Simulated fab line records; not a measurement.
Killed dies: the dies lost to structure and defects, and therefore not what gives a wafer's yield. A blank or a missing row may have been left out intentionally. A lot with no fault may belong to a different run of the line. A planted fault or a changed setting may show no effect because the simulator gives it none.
Which of the tools did it? || flow sky130 || 36 wafers from 12 lots sampled at 4 of the route's 708 steps

WHAT THE GAUGES READ, wafer by wafer
SKY_CONTACT_RS_MEAS_25: measures by four-point-probe.
{"lot": "L245", "measured": "day 31 00:55", "on": "film-metro-02", "CONTACT_W_RS (ohm/sq)": "0.326 0.331 0.331"}
{"lot": "L248", "measured": "day 32 08:26", "on": "film-metro-02", "CONTACT_W_RS (ohm/sq)": "0.343 0.342 0.337"}
{"lot": "L249", "measured": "day 32 18:36", "on": "film-metro-02", "CONTACT_W_RS (ohm/sq)": "0.340 0.340 0.339"}
{"lot": "L250", "measured": "day 33 04:51", "on": "film-metro-01", "CONTACT_W_RS (ohm/sq)": "0.340 0.344 0.347"}
{"lot": "L251", "measured": "day 33 07:29", "on": "film-metro-01", "CONTACT_W_RS (ohm/sq)": "0.339 0.342 0.338"}
{"lot": "L256", "measured": "day 34 22:37", "on": "film-metro-03", "CONTACT_W_RS (ohm/sq)": "0.345 0.341 0.343"}
{"lot": "L258", "measured": "day 35 15:02", "on": "film-metro-02", "CONTACT_W_RS (ohm/sq)": "0.332 0.333 0.339"}
{"lot": "L259", "measured": "day 35 21:32", "on": "film-metro-02", "CONTACT_W_RS (ohm/sq)": "0.342 0.345 0.338"}
{"lot": "L260", "measured": "day 36 08:28", "on": "film-metro-01", "CONTACT_W_RS (ohm/sq)": "0.335 0.335 0.338"}
{"lot": "L264", "measured": "day 38 03:32", "on": "film-metro-02", "CONTACT_W_RS (ohm/sq)": "0.343 0.338 0.337"}
{"lot": "L267", "measured": "day 38 18:44", "on": "film-metro-03", "CONTACT_W_RS (ohm/sq)": "0.342 0.342 0.344"}
{"lot": "L268", "measured": "day 40 08:24", "on": "film-metro-01", "CONTACT_W_RS (ohm/sq)": "0.342 0.345 0.345"}

TOOL THAT RAN EACH LOT (tool first, then ch and the chambers of the sampled wafers, then the start)
{"lot": "L245", "SKY_LDD_P_STRIP_10": "plasma-asher-01 ch 0,1, day 18 12:40", "SKY_SD_P_IMPLANT_09": "implanter-01 ch 0, day 24 21:07", "SKY_CONTACT_ETCH_16": "rie-diel-03 ch 0,1,2, day 31 00:00"}
{"lot": "L248", "SKY_LDD_P_STRIP_10": "plasma-asher-02 ch 0,1, day 19 20:58", "SKY_SD_P_IMPLANT_09": "implanter-02 ch 0, day 26 05:57", "SKY_CONTACT_ETCH_16": "rie-diel-01 ch 0,1,3, day 32 07:33"}
{"lot": "L249", "SKY_LDD_P_STRIP_10": "plasma-asher-03 ch 0,1, day 20 06:03", "SKY_SD_P_IMPLANT_09": "implanter-02 ch 0, day 26 16:10", "SKY_CONTACT_ETCH_16": "rie-diel-01 ch 0,1,3, day 32 17:42"}
{"lot": "L250", "SKY_LDD_P_STRIP_10": "plasma-asher-01 ch 0,1, day 20 21:22", "SKY_SD_P_IMPLANT_09": "implanter-01 ch 0, day 27 05:45", "SKY_CONTACT_ETCH_16": "rie-diel-04 ch 0,2,3, day 33 03:57"}
{"lot": "L251", "SKY_LDD_P_STRIP_10": "plasma-asher-01 ch 0,1, day 21 00:12", "SKY_SD_P_IMPLANT_09": "implanter-04 ch 0, day 27 06:42", "SKY_CONTACT_ETCH_16": "rie-diel-03 ch 0,1, day 33 06:33"}
{"lot": "L256", "SKY_LDD_P_STRIP_10": "plasma-asher-03 ch 0, day 22 22:16", "SKY_SD_P_IMPLANT_09": "implanter-04 ch 0, day 29 02:27", "SKY_CONTACT_ETCH_16": "rie-diel-01 ch 0,1,3, day 34 21:39"}
{"lot": "L258", "SKY_LDD_P_STRIP_10": "plasma-asher-03 ch 0,1, day 23 15:56", "SKY_SD_P_IMPLANT_09": "implanter-04 ch 0, day 29 17:54", "SKY_CONTACT_ETCH_16": "rie-diel-01 ch 0,1,2, day 35 14:06"}
{"lot": "L259", "SKY_LDD_P_STRIP_10": "plasma-asher-02 ch 0, day 23 22:34", "SKY_SD_P_IMPLANT_09": "implanter-04 ch 0, day 30 00:45", "SKY_CONTACT_ETCH_16": "rie-diel-01 ch 1,2,3, day 35 20:37"}
{"lot": "L260", "SKY_LDD_P_STRIP_10": "plasma-asher-03 ch 0,1, day 24 12:30", "SKY_SD_P_IMPLANT_09": "implanter-04 ch 0, day 30 13:27", "SKY_CONTACT_ETCH_16": "rie-diel-04 ch 1,2, day 36 07:09"}
{"lot": "L264", "SKY_LDD_P_STRIP_10": "plasma-asher-02 ch 0,1, day 26 08:36", "SKY_SD_P_IMPLANT_09": "implanter-02 ch 0, day 32 10:43", "SKY_CONTACT_ETCH_16": "rie-diel-03 ch 0,1,2, day 38 02:36"}
{"lot": "L267", "SKY_LDD_P_STRIP_10": "plasma-asher-01 ch 0,1, day 27 02:22", "SKY_SD_P_IMPLANT_09": "implanter-02 ch 0, day 33 01:16", "SKY_CONTACT_ETCH_16": "rie-diel-04 ch 1,2,3, day 38 17:48"}
{"lot": "L268", "SKY_LDD_P_STRIP_10": "plasma-asher-02 ch 0,1, day 29 00:15", "SKY_SD_P_IMPLANT_09": "implanter-04 ch 0, day 34 19:04", "SKY_CONTACT_ETCH_16": "rie-diel-04 ch 1,2,3, day 40 07:30"}
- SKY_LDD_P_STRIP_10: strips in O2/N2.
- SKY_SD_P_IMPLANT_09
- SKY_CONTACT_ETCH_16: etches BARC in N2/H2, stops on SiO2, time 45.9 s, target depth 60 nm.

AS READ BY THE TOOLS THEMSELVES (means over the sampled wafers that have a number; for cases with no such wafer, the mark the record gives instead)
SKY_LDD_P_STRIP_10.
{"lot": "L245", "tool": "plasma-asher-01", "drypump-motor-current-A (A)": 6.0, "oes-product-au (a.u.)": 0.718, "strip-time-to-endpoint-s (s)": 14.22}
{"lot": "L248", "tool": "plasma-asher-02", "drypump-motor-current-A (A)": 5.9, "oes-product-au (a.u.)": 0.711, "strip-time-to-endpoint-s (s)": 14.11}
{"lot": "L249", "tool": "plasma-asher-03", "drypump-motor-current-A (A)": 5.8, "oes-product-au (a.u.)": 0.715, "strip-time-to-endpoint-s (s)": 14.23}
{"lot": "L250", "tool": "plasma-asher-01", "drypump-motor-current-A (A)": 6.0, "oes-product-au (a.u.)": 0.717, "strip-time-to-endpoint-s (s)": 14.20}
{"lot": "L251", "tool": "plasma-asher-01", "drypump-motor-current-A (A)": 6.0, "oes-product-au (a.u.)": 0.712, "strip-time-to-endpoint-s (s)": 14.18}
{"lot": "L256", "tool": "plasma-asher-03", "drypump-motor-current-A (A)": 6.1, "oes-product-au (a.u.)": 0.711, "strip-time-to-endpoint-s (s)": 14.24}
{"lot": "L258", "tool": "plasma-asher-03", "drypump-motor-current-A (A)": 5.8, "oes-product-au (a.u.)": 0.714, "strip-time-to-endpoint-s (s)": 14.23}
{"lot": "L259", "tool": "plasma-asher-02", "drypump-motor-current-A (A)": 5.8, "oes-product-au (a.u.)": 0.712, "strip-time-to-endpoint-s (s)": 14.22}
{"lot": "L260", "tool": "plasma-asher-03", "drypump-motor-current-A (A)": 5.6, "oes-product-au (a.u.)": 0.720, "strip-time-to-endpoint-s (s)": 14.22}
{"lot": "L264", "tool": "plasma-asher-02", "drypump-motor-current-A (A)": 5.9, "oes-product-au (a.u.)": 0.718, "strip-time-to-endpoint-s (s)": 14.22}
{"lot": "L267", "tool": "plasma-asher-01", "drypump-motor-current-A (A)": 6.3, "oes-product-au (a.u.)": 0.715, "strip-time-to-endpoint-s (s)": 14.16}
{"lot": "L268", "tool": "plasma-asher-02", "drypump-motor-current-A (A)": 5.9, "oes-product-au (a.u.)": 0.717, "strip-time-to-endpoint-s (s)": 14.20}

SKY_SD_P_IMPLANT_09.
{"lot": "L245", "tool": "implanter-01", "beam-energy-keV": 20.010}
{"lot": "L248", "tool": "implanter-02", "beam-energy-keV": 19.994}
{"lot": "L249", "tool": "implanter-02", "beam-energy-keV": 19.994}
{"lot": "L250", "tool": "implanter-01", "beam-energy-keV": 19.994}
{"lot": "L251", "tool": "implanter-04", "beam-energy-keV": 20.004}
{"lot": "L256", "tool": "implanter-04", "beam-energy-keV": 19.998}
{"lot": "L258", "tool": "implanter-04", "beam-energy-keV": 19.806}
{"lot": "L259", "tool": "implanter-04", "beam-energy-keV": 19.790}
{"lot": "L260", "tool": "implanter-04", "beam-energy-keV": 19.803}
{"lot": "L264", "tool": "implanter-02", "beam-energy-keV": 19.994}
{"lot": "L267", "tool": "implanter-02", "beam-energy-keV": 20.001}
{"lot": "L268", "tool": "implanter-04", "beam-energy-keV": 20.005}

SKY_CONTACT_ETCH_16.
{"lot": "L245", "tool": "rie-diel-03", "drypump-motor-current-A (A)": 5.6, "oes-product-au (a.u.)": 0.850, "rf-fwd-power-W (W)": 493.4, "throttle-valve-pct (%)": 13.225}
{"lot": "L248", "tool": "rie-diel-01", "drypump-motor-current-A (A)": 5.5, "oes-product-au (a.u.)": 0.856, "rf-fwd-power-W (W)": 495.1, "throttle-valve-pct (%)": 13.227}
{"lot": "L249", "tool": "rie-diel-01", "drypump-motor-current-A (A)": 5.4, "oes-product-au (a.u.)": 0.852, "rf-fwd-power-W (W)": 494.7, "throttle-valve-pct (%)": 13.223}
{"lot": "L250", "tool": "rie-diel-04", "drypump-motor-current-A (A)": 5.7, "oes-product-au (a.u.)": 0.862, "rf-fwd-power-W (W)": 492.6, "throttle-valve-pct (%)": 13.228}
{"lot": "L251", "tool": "rie-diel-03", "drypump-motor-current-A (A)": 5.3, "oes-product-au (a.u.)": 0.856, "rf-fwd-power-W (W)": 495.7, "throttle-valve-pct (%)": 13.227}
{"lot": "L256", "tool": "rie-diel-01", "drypump-motor-current-A (A)": 5.5, "oes-product-au (a.u.)": 0.848, "rf-fwd-power-W (W)": 494.2, "throttle-valve-pct (%)": 13.221}
{"lot": "L258", "tool": "rie-diel-01", "drypump-motor-current-A (A)": 5.2, "oes-product-au (a.u.)": 0.847, "rf-fwd-power-W (W)": 493.9, "throttle-valve-pct (%)": 13.233}
{"lot": "L259", "tool": "rie-diel-01", "drypump-motor-current-A (A)": 5.4, "oes-product-au (a.u.)": 0.855, "rf-fwd-power-W (W)": 494.4, "throttle-valve-pct (%)": 13.221}
{"lot": "L260", "tool": "rie-diel-04", "drypump-motor-current-A (A)": 5.8, "oes-product-au (a.u.)": 0.855, "rf-fwd-power-W (W)": 494.6, "throttle-valve-pct (%)": 13.224}
{"lot": "L264", "tool": "rie-diel-03", "drypump-motor-current-A (A)": 5.6, "oes-product-au (a.u.)": 0.855, "rf-fwd-power-W (W)": 493.4, "throttle-valve-pct (%)": 13.220}
{"lot": "L267", "tool": "rie-diel-04", "drypump-motor-current-A (A)": 5.9, "oes-product-au (a.u.)": 0.853, "rf-fwd-power-W (W)": 494.2, "throttle-valve-pct (%)": 13.235}
{"lot": "L268", "tool": "rie-diel-04", "drypump-motor-current-A (A)": 5.9, "oes-product-au (a.u.)": 0.855, "rf-fwd-power-W (W)": 494.0, "throttle-valve-pct (%)": 13.232}

THE ANSWER, worked out from the rows above alone
Rule: what is usual is taken from the lots themselves. Put in order of their means at a reading, lots are off if they are a third of the lots or fewer, leave a main group of 4 or more, and stand apart from it by a gap of 3 or more times the standard deviation of the main group's means; of several such gaps the widest counts. A main group is skipped when, at the precision printed for the reading in the tables above, its means are all equal. A lot without any number at a reading at which 4 lots or more have one is off too. Any other lot the step has rows for is counted as sound. The gauges are gone through in route order, then the tools' own readings, and for those a lot's mean is taken as printed above. The first step at which some lot is off is used, and at that step the reading that is off furthest; a lot without a number counts as furthest.
Off at SKY_SD_P_IMPLANT_09 (beam-energy-keV): L258, L259, L260. The main group: mean 19.999, standard deviation 0.0056.
If a tool, at that step or one of the process steps before it, ran each lot that is off and ran no sound lot following the first of them, it fits. No candidate that was tried fits.

WHAT THE SIMULATOR HAD PUT IN
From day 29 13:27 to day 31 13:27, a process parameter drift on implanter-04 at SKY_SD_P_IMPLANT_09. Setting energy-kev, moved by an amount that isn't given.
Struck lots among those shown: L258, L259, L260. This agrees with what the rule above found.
